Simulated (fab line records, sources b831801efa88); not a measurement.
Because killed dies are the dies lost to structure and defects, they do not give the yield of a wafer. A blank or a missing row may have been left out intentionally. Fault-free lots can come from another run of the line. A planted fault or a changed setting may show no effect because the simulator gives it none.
Chamber matching + flow sky130 + rie-diel-02 running SKY_VIA2_ETCH_14: 4 sister chambers
The step etches BARC in N2/H2, stops on SiO2, time 45.9 s, target depth 60 nm. 8 wafers are shown with their chamber, then 9 later ones without.

## WAFERS, EACH WITH ITS CHAMBER
| wafer  | chamber | drypump-motor-current-A (A) | throttle-valve-pct (%) |
|--------|---------|-----------------------------|------------------------|
| L075.2 | 0       | 5.7                         | 13.214                 |
| L077.3 | 0       | 5.7                         | 13.221                 |
| L082.2 | 1       | 5.5                         | 13.225                 |
| L084.1 | 2       | 6.5                         | 13.228                 |
| L084.4 | 1       | 5.5                         | 13.231                 |
| L087.2 | 2       | 6.4                         | 13.213                 |
| L087.3 | 3       | 5.7                         | 13.229                 |
| L087.5 | 3       | 5.7                         | 13.219                 |

## WAFERS MISSING THEIR CHAMBER
| wafer  | drypump-motor-current-A (A) | throttle-valve-pct (%) |
|--------|-----------------------------|------------------------|
| L088.3 | 5.7                         | 13.222                 |
| L088.5 | 5.7                         | 13.220                 |
| L088.6 | 5.5                         | 13.232                 |
| L090.2 | 5.7                         | 13.220                 |
| L090.5 | 5.7                         | 13.232                 |
| L090.6 | 5.8                         | 13.205                 |
| L092.1 | 5.7                         | 13.222                 |
| L092.5 | 5.5                         | 13.232                 |
| L092.6 | 5.7                         | 13.226                 |

## EACH ONE'S CHAMBER
| wafer  | from the rows above     | in truth |
|--------|-------------------------|----------|
| L088.3 | can't be placed: 3 or 0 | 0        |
| L088.5 | can't be placed: 0 or 3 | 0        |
| L088.6 | 1                       | 1        |
| L090.2 | can't be placed: 0 or 3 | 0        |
| L090.5 | can't be placed: 3 or 0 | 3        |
| L090.6 | can't be placed: 0 or 3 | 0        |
| L092.1 | can't be placed: 3 or 0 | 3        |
| L092.5 | 1                       | 1        |
| L092.6 | can't be placed: 3 or 0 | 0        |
Correct placement for 2 of the 9. Not placeable from these rows: 7 (in 7, the candidates include the true chamber). Number placed wrongly: 0.
How it was worked out, from the rows above alone: a wafer's distance from a chamber is the root of the sum, over the readings, of the square of ((its reading less the chamber's mean) divided by the reading's scatter). The wafer belongs to the nearest chamber; if the next one is less than 2 further off, it can't be placed. For every chamber, the mean is computed from those of its wafers that are shown. The scatter: the root of (the sum of the squares of (reading less its chamber's mean) over the shown wafers, divided by (wafers less chambers)).
